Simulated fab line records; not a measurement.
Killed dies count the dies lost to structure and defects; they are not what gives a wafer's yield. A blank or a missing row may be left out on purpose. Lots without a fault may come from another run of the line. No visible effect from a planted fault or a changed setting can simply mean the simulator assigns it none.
fab line records :: flow sky130 :: part 2 of 2: steps 29 to 37 of 37
[record]
  lots = 5
  wafers = 15
  last_day = 50
route steps=708 shown VIA1@470 METAL2@483
lots untouched by any fault: they come from a run of this same line in which no faults occurred
start_h: hours from the record's first day to the start of the lot's first wafer shown :: wait_h: hours elapsed since this lot's preceding step :: " same as the row above :: L1.1+2: one row covering several wafers at once :: - no value, or no start given :: * or withheld: withheld :: < > ~ a bound
route shown NAME@n: names a module that has steps shown in the file, with the first one's number in the route :: usual: mean and standard deviation over wafers with no fault :: same: alike in all rows :: chamber/n: place in a boat :: sites: the reading at each site :: _std_site: the values' standard deviation :: _edge_site: inner sites' mean taken away from outer sites' mean :: radius_mm: how far each site lies from the wafer's centre :: mask NAME#n: copy n :: behind: the tool/chamber that last shaped the wafer :: hold: why the lot went on hold/how many hours it stayed there/how the hold came to an end :: device: transistor that didn't switch, given as n, p or np :: end of line: the route-end tests of the same wafers :: step lacking rows: just its recipe :: killed: not the wafer's yield, but the dies lost to structure and defects at the first sort :: map: a wafer's dies, x killed, . not, _ none there
set.NAME: the setting as run; set.NAME@STEP: as run at that earlier step :: model.NAME: the simulator's own value behind a step, which no gauge read
lots at some steps of the route; a table a step, a row a wafer
services: when a tool's chamber went out of use (start_h, in hours from the record's first day, below 0 if earlier), for how many hours, and the reason
[[steps]]
[step SKY_METAL2_CD_MEAS_15]
[recipe]
  target_cd_nm = 140
[usual]
  cd_nm = 139.6/1.8
lot.wafer: L077.2
tool: cd_sem-02
chamber: -
start_h: 841.66
wait_h: -
cd_nm: 141.1

lot.wafer: L077.3
tool: cd_sem-02
chamber: -
start_h: 841.66
wait_h: -
cd_nm: 139.8

lot.wafer: L077.5
tool: cd_sem-02
chamber: -
start_h: 841.66
wait_h: -
cd_nm: 139.9

lot.wafer: L081.1
tool: cd_sem-01
chamber: -
start_h: 872.13
wait_h: -
cd_nm: 136.0

lot.wafer: L081.2
tool: cd_sem-01
chamber: -
start_h: 872.13
wait_h: -
cd_nm: 138.1

lot.wafer: L081.3
tool: cd_sem-01
chamber: -
start_h: 872.13
wait_h: -
cd_nm: 138.8

lot.wafer: L085.1
tool: cd_sem-01
chamber: -
start_h: 897.28
wait_h: -
cd_nm: 139.8

lot.wafer: L085.3
tool: cd_sem-01
chamber: -
start_h: 897.28
wait_h: -
cd_nm: 141.3

lot.wafer: L085.6
tool: cd_sem-01
chamber: -
start_h: 897.28
wait_h: -
cd_nm: 141.3

lot.wafer: L091.1
tool: cd_sem-02
chamber: -
start_h: 941.84
wait_h: -
cd_nm: 139.5

lot.wafer: L091.3
tool: cd_sem-02
chamber: -
start_h: 941.84
wait_h: -
cd_nm: 139.1

lot.wafer: L091.5
tool: cd_sem-02
chamber: -
start_h: 941.84
wait_h: -
cd_nm: 139.9

lot.wafer: L097.3
tool: cd_sem-02
chamber: -
start_h: 978.07
wait_h: -
cd_nm: 139.0

lot.wafer: L097.4
tool: cd_sem-02
chamber: -
start_h: 978.07
wait_h: -
cd_nm: 139.4

lot.wafer: L097.5
tool: cd_sem-02
chamber: -
start_h: 978.07
wait_h: -
cd_nm: 139.7
[step SKY_METAL2_OVL_MEAS_16]
[usual]
  METAL2_OVL = -3/5.9
lot.wafer: L077.2
tool: overlay-02
chamber: -
start_h: 841.76
wait_h: 0.1
METAL2_OVL[nm]: 3

lot.wafer: L077.3
tool: overlay-02
chamber: -
start_h: 841.76
wait_h: 0.1
METAL2_OVL[nm]: 6

lot.wafer: L077.5
tool: overlay-02
chamber: -
start_h: 841.76
wait_h: 0.1
METAL2_OVL[nm]: -1

lot.wafer: L081.1
tool: overlay-02
chamber: -
start_h: 872.25
wait_h: 0.1
METAL2_OVL[nm]: -1

lot.wafer: L081.2
tool: overlay-02
chamber: -
start_h: 872.25
wait_h: 0.1
METAL2_OVL[nm]: 2

lot.wafer: L081.3
tool: overlay-02
chamber: -
start_h: 872.25
wait_h: 0.1
METAL2_OVL[nm]: 1

lot.wafer: L085.1
tool: overlay-02
chamber: -
start_h: 897.40
wait_h: 0.1
METAL2_OVL[nm]: -1

lot.wafer: L085.3
tool: overlay-02
chamber: -
start_h: 897.40
wait_h: 0.1
METAL2_OVL[nm]: 4

lot.wafer: L085.6
tool: overlay-02
chamber: -
start_h: 897.40
wait_h: 0.1
METAL2_OVL[nm]: 8

lot.wafer: L091.1
tool: overlay-01
chamber: -
start_h: 941.96
wait_h: 0.1
METAL2_OVL[nm]: -10

lot.wafer: L091.3
tool: overlay-01
chamber: -
start_h: 941.96
wait_h: 0.1
METAL2_OVL[nm]: -6

lot.wafer: L091.5
tool: overlay-01
chamber: -
start_h: 941.96
wait_h: 0.1
METAL2_OVL[nm]: -11

lot.wafer: L097.3
tool: overlay-02
chamber: -
start_h: 978.16
wait_h: 0.1
METAL2_OVL[nm]: 8

lot.wafer: L097.4
tool: overlay-02
chamber: -
start_h: 978.16
wait_h: 0.1
METAL2_OVL[nm]: 4

lot.wafer: L097.5
tool: overlay-02
chamber: -
start_h: 978.16
wait_h: 0.1
METAL2_OVL[nm]: 8
[step SKY_METAL2_DESCUM_17]
[recipe]
  chemistry = O2
  source_power_w = 150
  bias_power_w = 0
  pressure_mtorr = 10
  temp_c = 40
  time_s = 8
[usual]
  drypump_motor_current_A = 5.5/0.41
  oes_product_au = 1.009/0.0087
lot.wafer: L077.2
tool: rie_metal-01
chamber: 0
start_h: 841.79
wait_h: 0.0
drypump_motor_current_A: 5.6
oes_product_au: 1.012
rf_hours_counter_h: 12

lot.wafer: L077.3
tool: rie_metal-01
chamber: 1
start_h: 841.79
wait_h: 0.0
drypump_motor_current_A: 5.0
oes_product_au: 0.992
rf_hours_counter_h: -

lot.wafer: L077.5
tool: rie_metal-01
chamber: 1
start_h: 841.79
wait_h: 0.0
drypump_motor_current_A: 5.0
oes_product_au: 0.992
rf_hours_counter_h: -

lot.wafer: L081.1
tool: rie_metal-04
chamber: 1
start_h: 872.28
wait_h: 0.0
drypump_motor_current_A: 6.3
oes_product_au: 1.005
rf_hours_counter_h: 7

lot.wafer: L081.2
tool: rie_metal-04
chamber: 0
start_h: 872.28
wait_h: 0.0
drypump_motor_current_A: 5.7
oes_product_au: 1.014
rf_hours_counter_h: 3

lot.wafer: L081.3
tool: rie_metal-04
chamber: 0
start_h: 872.28
wait_h: 0.0
drypump_motor_current_A: 5.7
oes_product_au: 1.009
rf_hours_counter_h: -

lot.wafer: L085.1
tool: rie_metal-03
chamber: 0
start_h: 897.43
wait_h: 0.0
drypump_motor_current_A: 5.6
oes_product_au: 1.035
rf_hours_counter_h: 19

lot.wafer: L085.3
tool: rie_metal-03
chamber: 0
start_h: 897.43
wait_h: 0.0
drypump_motor_current_A: 5.6
oes_product_au: 1.019
rf_hours_counter_h: -

lot.wafer: L085.6
tool: rie_metal-03
chamber: 1
start_h: 897.43
wait_h: 0.0
drypump_motor_current_A: 5.2
oes_product_au: 1.014
rf_hours_counter_h: -

lot.wafer: L091.1
tool: rie_metal-03
chamber: 1
start_h: 941.99
wait_h: 0.0
drypump_motor_current_A: 5.2
oes_product_au: 1.011
rf_hours_counter_h: 13

lot.wafer: L091.3
tool: rie_metal-03
chamber: 1
start_h: 941.99
wait_h: 0.0
drypump_motor_current_A: 5.2
oes_product_au: 1.009
rf_hours_counter_h: -

lot.wafer: L091.5
tool: rie_metal-03
chamber: 1
start_h: 941.99
wait_h: 0.0
drypump_motor_current_A: 5.2
oes_product_au: 1.012
rf_hours_counter_h: -

lot.wafer: L097.3
tool: rie_metal-01
chamber: 1
start_h: 978.20
wait_h: 0.0
drypump_motor_current_A: 5.0
oes_product_au: 0.999
rf_hours_counter_h: -

lot.wafer: L097.4
tool: rie_metal-01
chamber: 0
start_h: 978.20
wait_h: 0.0
drypump_motor_current_A: 5.6
oes_product_au: 1.014
rf_hours_counter_h: -

lot.wafer: L097.5
tool: rie_metal-01
chamber: 1
start_h: 978.20
wait_h: 0.0
drypump_motor_current_A: 5.1
oes_product_au: 1.006
rf_hours_counter_h: -
[step SKY_METAL2_ETCH_18]
[recipe]
  chemistry = N2/H2
  target = BARC
  ion_energy_ev = 200
  bias_w = 100
  pressure_mtorr = 30
  n2_flow_sccm = 100
  h2_flow_sccm = 200
  icp_w = 500
  stop_on = SiO2
  time_s = 45.9
  target_depth_a = 600
[usual]
  drypump_motor_current_A = 5.5/0.41
  oes_product_au = 0.854/0.0049
  throttle_valve_pct = 13.224/0.0087
lot.wafer: L077.2
tool: rie_metal-01
chamber: 0
start_h: 841.83
wait_h: 0.0
drypump_motor_current_A: 5.6
oes_product_au: 0.855
rf_hours_counter_h: 12
throttle_valve_pct: 13.251

lot.wafer: L077.3
tool: rie_metal-01
chamber: 1
start_h: 841.83
wait_h: 0.0
drypump_motor_current_A: 5.0
oes_product_au: 0.865
rf_hours_counter_h: -
throttle_valve_pct: 13.227

lot.wafer: L077.5
tool: rie_metal-01
chamber: 1
start_h: 841.83
wait_h: 0.0
drypump_motor_current_A: 5.0
oes_product_au: 0.854
rf_hours_counter_h: -
throttle_valve_pct: 13.226

lot.wafer: L081.1
tool: rie_metal-04
chamber: 1
start_h: 872.32
wait_h: 0.0
drypump_motor_current_A: 6.4
oes_product_au: 0.856
rf_hours_counter_h: 7
throttle_valve_pct: 13.229

lot.wafer: L081.2
tool: rie_metal-04
chamber: 0
start_h: 872.32
wait_h: 0.0
drypump_motor_current_A: 5.7
oes_product_au: 0.850
rf_hours_counter_h: 3
throttle_valve_pct: 13.227

lot.wafer: L081.3
tool: rie_metal-04
chamber: 0
start_h: 872.32
wait_h: 0.0
drypump_motor_current_A: 5.7
oes_product_au: 0.865
rf_hours_counter_h: -
throttle_valve_pct: 13.232

lot.wafer: L085.1
tool: rie_metal-03
chamber: 0
start_h: 897.47
wait_h: 0.0
drypump_motor_current_A: 5.7
oes_product_au: 0.849
rf_hours_counter_h: 19
throttle_valve_pct: 13.227

lot.wafer: L085.3
tool: rie_metal-03
chamber: 0
start_h: 897.47
wait_h: 0.0
drypump_motor_current_A: 5.6
oes_product_au: 0.849
rf_hours_counter_h: -
throttle_valve_pct: 13.225

lot.wafer: L085.6
tool: rie_metal-03
chamber: 1
start_h: 897.47
wait_h: 0.0
drypump_motor_current_A: 5.1
oes_product_au: 0.856
rf_hours_counter_h: -
throttle_valve_pct: 13.232

lot.wafer: L091.1
tool: rie_metal-03
chamber: 1
start_h: 942.06
wait_h: 0.1
drypump_motor_current_A: 5.2
oes_product_au: 0.860
rf_hours_counter_h: 13
throttle_valve_pct: 13.224

lot.wafer: L091.3
tool: rie_metal-03
chamber: 1
start_h: 942.06
wait_h: 0.1
drypump_motor_current_A: 5.2
oes_product_au: 0.854
rf_hours_counter_h: -
throttle_valve_pct: 13.228

lot.wafer: L091.5
tool: rie_metal-03
chamber: 1
start_h: 942.06
wait_h: 0.1
drypump_motor_current_A: 5.2
oes_product_au: 0.851
rf_hours_counter_h: -
throttle_valve_pct: 13.221

lot.wafer: L097.3
tool: rie_metal-01
chamber: 1
start_h: 978.24
wait_h: 0.0
drypump_motor_current_A: 5.1
oes_product_au: 0.852
rf_hours_counter_h: -
throttle_valve_pct: 13.222

lot.wafer: L097.4
tool: rie_metal-01
chamber: 0
start_h: 978.24
wait_h: 0.0
drypump_motor_current_A: 5.6
oes_product_au: 0.857
rf_hours_counter_h: -
throttle_valve_pct: 13.242

lot.wafer: L097.5
tool: rie_metal-01
chamber: 1
start_h: 978.24
wait_h: 0.0
drypump_motor_current_A: 5.1
oes_product_au: 0.850
rf_hours_counter_h: -
throttle_valve_pct: 13.222
[step SKY_METAL2_METAL_ETCH_19]
[recipe]
  target_depth_a = 3600
  stop_on = SiO2
  over_etch_frac = 0.3
  time_s = 78
  chemistry = Cl2/BCl3
  resist_sidewall_deg = 88
  pressure_mtorr = 10
  icp_w = 900
  bias_w = 48.5
  Cl2_flow_sccm = 60
  bcl3_flow_sccm = 30
[usual]
  drypump_motor_current_A = 5.5/0.41
  oes_product_au = 0.854/0.0062
  throttle_valve_pct = 22.265/0.0093
lot.wafer: L077.2
tool: rie_metal-01
chamber: 0
start_h: 841.89
wait_h: 0.0
drypump_motor_current_A: 5.6
oes_product_au: 0.859
rf_hours_counter_h: 12
throttle_valve_pct: 22.267

lot.wafer: L077.3
tool: rie_metal-01
chamber: 1
start_h: 841.89
wait_h: 0.0
drypump_motor_current_A: 5.0
oes_product_au: 0.855
rf_hours_counter_h: -
throttle_valve_pct: 22.270

lot.wafer: L077.5
tool: rie_metal-01
chamber: 1
start_h: 841.89
wait_h: 0.0
drypump_motor_current_A: 5.0
oes_product_au: 0.857
rf_hours_counter_h: -
throttle_valve_pct: 22.263

lot.wafer: L081.1
tool: rie_metal-04
chamber: 1
start_h: 872.38
wait_h: 0.0
drypump_motor_current_A: 6.3
oes_product_au: 0.851
rf_hours_counter_h: 7
throttle_valve_pct: 22.283

lot.wafer: L081.2
tool: rie_metal-04
chamber: 0
start_h: 872.38
wait_h: 0.0
drypump_motor_current_A: 5.7
oes_product_au: 0.856
rf_hours_counter_h: 3
throttle_valve_pct: 22.266

lot.wafer: L081.3
tool: rie_metal-04
chamber: 0
start_h: 872.38
wait_h: 0.0
drypump_motor_current_A: 5.7
oes_product_au: 0.850
rf_hours_counter_h: -
throttle_valve_pct: 22.256

lot.wafer: L085.1
tool: rie_metal-03
chamber: 0
start_h: 897.53
wait_h: 0.0
drypump_motor_current_A: 5.6
oes_product_au: 0.859
rf_hours_counter_h: 19
throttle_valve_pct: 22.281

lot.wafer: L085.3
tool: rie_metal-03
chamber: 0
start_h: 897.53
wait_h: 0.0
drypump_motor_current_A: 5.6
oes_product_au: 0.853
rf_hours_counter_h: -
throttle_valve_pct: 22.270

lot.wafer: L085.6
tool: rie_metal-03
chamber: 1
start_h: 897.53
wait_h: 0.0
drypump_motor_current_A: 5.2
oes_product_au: 0.852
rf_hours_counter_h: -
throttle_valve_pct: 22.269

lot.wafer: L091.1
tool: rie_metal-03
chamber: 1
start_h: 942.18
wait_h: 0.1
drypump_motor_current_A: 5.2
oes_product_au: 0.849
rf_hours_counter_h: 13
throttle_valve_pct: 22.260

lot.wafer: L091.3
tool: rie_metal-03
chamber: 1
start_h: 942.18
wait_h: 0.1
drypump_motor_current_A: 5.2
oes_product_au: 0.860
rf_hours_counter_h: -
throttle_valve_pct: 22.268

lot.wafer: L091.5
tool: rie_metal-03
chamber: 1
start_h: 942.18
wait_h: 0.1
drypump_motor_current_A: 5.2
oes_product_au: 0.852
rf_hours_counter_h: -
throttle_valve_pct: 22.261

lot.wafer: L097.3
tool: rie_metal-01
chamber: 1
start_h: 978.31
wait_h: 0.1
drypump_motor_current_A: 5.0
oes_product_au: 0.850
rf_hours_counter_h: -
throttle_valve_pct: 22.254

lot.wafer: L097.4
tool: rie_metal-01
chamber: 0
start_h: 978.31
wait_h: 0.1
drypump_motor_current_A: 5.6
oes_product_au: 0.861
rf_hours_counter_h: -
throttle_valve_pct: 22.259

lot.wafer: L097.5
tool: rie_metal-01
chamber: 1
start_h: 978.31
wait_h: 0.1
drypump_motor_current_A: 5.1
oes_product_au: 0.850
rf_hours_counter_h: -
throttle_valve_pct: 22.262
[step SKY_METAL2_STRIP_20]
[recipe]
  chemistry = O2/N2
  power_w = 1400
  pressure_mtorr = 1500
  platen_temp_c = withheld
  o2_flow_sccm = 3000
  n2_flow_sccm = 300
  overash_fraction = 0.5
[usual]
  drypump_motor_current_A = 5.6/0.61
  oes_product_au = 0.341/0.0046
  strip_time_to_endpoint_s = 2.65/0.041
lot.wafer: L077.2
tool: plasma_asher-02
chamber: 0
start_h: 841.98
wait_h: 0.1
drypump_motor_current_A: 6.4
oes_product_au: 0.346
rf_hours_counter_h: 10
strip_time_to_endpoint_s: 2.63

lot.wafer: L077.3
tool: plasma_asher-02
chamber: 1
start_h: 841.98
wait_h: 0.1
drypump_motor_current_A: 4.8
oes_product_au: 0.340
rf_hours_counter_h: -
strip_time_to_endpoint_s: 2.71

lot.wafer: L077.5
tool: plasma_asher-02
chamber: 0
start_h: 841.98
wait_h: 0.1
drypump_motor_current_A: 6.4
oes_product_au: 0.348
rf_hours_counter_h: -
strip_time_to_endpoint_s: 2.73

lot.wafer: L081.1
tool: plasma_asher-03
chamber: 0
start_h: 872.47
wait_h: 0.1
drypump_motor_current_A: 6.3
oes_product_au: 0.345
rf_hours_counter_h: 43
strip_time_to_endpoint_s: 2.67

lot.wafer: L081.2
tool: plasma_asher-03
chamber: 1
start_h: 872.47
wait_h: 0.1
drypump_motor_current_A: 4.9
oes_product_au: 0.339
rf_hours_counter_h: 43
strip_time_to_endpoint_s: 2.61

lot.wafer: L081.3
tool: plasma_asher-03
chamber: 0
start_h: 872.47
wait_h: 0.1
drypump_motor_current_A: 6.3
oes_product_au: 0.340
rf_hours_counter_h: -
strip_time_to_endpoint_s: 2.60

lot.wafer: L085.1
tool: plasma_asher-04
chamber: 0
start_h: 897.62
wait_h: 0.1
drypump_motor_current_A: 5.6
oes_product_au: 0.343
rf_hours_counter_h: 75
strip_time_to_endpoint_s: 2.64

lot.wafer: L085.3
tool: plasma_asher-04
chamber: 1
start_h: 897.62
wait_h: 0.1
drypump_motor_current_A: 5.8
oes_product_au: 0.337
rf_hours_counter_h: -
strip_time_to_endpoint_s: 2.63

lot.wafer: L085.6
tool: plasma_asher-04
chamber: 0
start_h: 897.62
wait_h: 0.1
drypump_motor_current_A: 5.6
oes_product_au: 0.340
rf_hours_counter_h: -
strip_time_to_endpoint_s: 2.68

lot.wafer: L091.1
tool: plasma_asher-02
chamber: 0
start_h: 942.36
wait_h: 0.1
drypump_motor_current_A: 6.4
oes_product_au: 0.344
rf_hours_counter_h: 20
strip_time_to_endpoint_s: 2.70

lot.wafer: L091.3
tool: plasma_asher-02
chamber: 0
start_h: 942.36
wait_h: 0.1
drypump_motor_current_A: 6.4
oes_product_au: 0.344
rf_hours_counter_h: -
strip_time_to_endpoint_s: 2.69

lot.wafer: L091.5
tool: plasma_asher-02
chamber: 0
start_h: 942.36
wait_h: 0.1
drypump_motor_current_A: 6.4
oes_product_au: 0.341
rf_hours_counter_h: -
strip_time_to_endpoint_s: 2.64

lot.wafer: L097.3
tool: plasma_asher-04
chamber: 0
start_h: 978.40
wait_h: 0.1
drypump_motor_current_A: 5.6
oes_product_au: 0.340
rf_hours_counter_h: -
strip_time_to_endpoint_s: 2.70

lot.wafer: L097.4
tool: plasma_asher-04
chamber: 1
start_h: 978.40
wait_h: 0.1
drypump_motor_current_A: 5.8
oes_product_au: 0.338
rf_hours_counter_h: -
strip_time_to_endpoint_s: 2.60

lot.wafer: L097.5
tool: plasma_asher-04
chamber: 0
start_h: 978.40
wait_h: 0.1
drypump_motor_current_A: 5.6
oes_product_au: 0.341
rf_hours_counter_h: -
strip_time_to_endpoint_s: 2.73
[step SKY_METAL2_STRIP_21]
[recipe]
  chemistry = post_etch_residue_remover
  time_s = 1200
  temp_c = 72.5
lot.wafer: L077.2+3+5
tool: wet_bench-02
chamber: 1
start_h: 842.08
wait_h: 0.1

lot.wafer: L081.1+2+3
tool: wet_bench-02
chamber: 0
start_h: 872.57
wait_h: 0.1

lot.wafer: L085.1+3+6
tool: wet_bench-01
chamber: 0
start_h: 897.72
wait_h: 0.1

lot.wafer: L091.1+3+5
tool: wet_bench-04
chamber: 2
start_h: 942.46
wait_h: 0.1

lot.wafer: L097.3+4+5
tool: wet_bench-01
chamber: 1
start_h: 978.47
wait_h: 0.0
[step SKY_METAL2_CLEAN_22]
[recipe]
  chemistry = IPA
  time_s = 180
  temp_c = 25
lot.wafer: L077.2+3+5
tool: wet_bench-02
chamber: 3
start_h: 842.42
wait_h: 0.0

lot.wafer: L081.1+2+3
tool: wet_bench-04
chamber: 1
start_h: 872.94
wait_h: 0.0

lot.wafer: L085.1+3+6
tool: wet_bench-04
chamber: 2
start_h: 898.06
wait_h: 0.0

lot.wafer: L091.1+3+5
tool: wet_bench-02
chamber: 3
start_h: 942.84
wait_h: 0.0

lot.wafer: L097.3+4+5
tool: wet_bench-02
chamber: 2
start_h: 978.84
wait_h: 0.0
[step SKY_METAL2_CLEAN_23]
[recipe]
  chemistry = O3/DIW
  dry = n2_spin
lot.wafer: L077.2+3+5
tool: wet_bench-04
chamber: 2
start_h: 842.48
wait_h: 0.0

lot.wafer: L081.1+2+3
tool: wet_bench-02
chamber: 0
start_h: 873.01
wait_h: 0.0

lot.wafer: L085.1+3+6
tool: wet_bench-02
chamber: 2
start_h: 898.13
wait_h: 0.0

lot.wafer: L091.1+3+5
tool: wet_bench-02
chamber: 1
start_h: 942.91
wait_h: 0.0

lot.wafer: L097.3+4+5
tool: wet_bench-04
chamber: 3
start_h: 978.90
wait_h: 0.0
[[services]]
tool: cmp-02
chamber: -
start_h: 792.16
hours: 1.1
kind: repair

tool: krf_scanner-01
chamber: -
start_h: 813.50
hours: 2.5
kind: repair

tool: pvd_sputter-02
chamber: -
start_h: 817.22
hours: 33.4
kind: repair

tool: rie_diel-04
chamber: -
start_h: 820.65
hours: 14.6
kind: pm

tool: krf_scanner-01
chamber: -
start_h: 822.86
hours: 1.0
kind: pm

tool: cmp-02
chamber: -
start_h: 828.03
hours: 1.5
kind: repair

tool: cmp-02
chamber: -
start_h: 830.16
hours: 1.5
kind: repair

tool: rie_diel-02
chamber: 1
start_h: 835.82
hours: 3.7
kind: repair

tool: wet_bench-02
chamber: -
start_h: 840.00
hours: 1.9
kind: pm

tool: rie_diel-04
chamber: 3
start_h: 840.41
hours: 8.5
kind: repair

tool: rie_metal-03
chamber: -
start_h: 847.04
hours: 1.2
kind: repair

tool: cmp-02
chamber: -
start_h: 855.67
hours: 2.2
kind: repair

tool: wet_bench-01
chamber: -
start_h: 861.04
hours: 2.9
kind: repair

tool: rie_diel-02
chamber: 0
start_h: 863.02
hours: 5.0
kind: repair

tool: krf_scanner-01
chamber: -
start_h: 897.91
hours: 0.8
kind: pm

tool: rie_diel-02
chamber: 2
start_h: 899.14
hours: 16.7
kind: repair

tool: pvd_sputter-01
chamber: -
start_h: 901.16
hours: 0.5
kind: repair

tool: cmp-02
chamber: -
start_h: 912.41
hours: 4.0
kind: pm

tool: plasma_asher-01
chamber: -
start_h: 913.59
hours: 1.3
kind: repair

tool: rie_diel-02
chamber: 2
start_h: 918.94
hours: 8.7
kind: repair

tool: pvd_sputter-02
chamber: -
start_h: 937.91
hours: 2.7
kind: repair

tool: cmp-02
chamber: -
start_h: 945.23
hours: 3.7
kind: pm

tool: rie_metal-01
chamber: -
start_h: 955.08
hours: 14.6
kind: pm

tool: pvd_sputter-02
chamber: -
start_h: 957.43
hours: 6.0
kind: repair
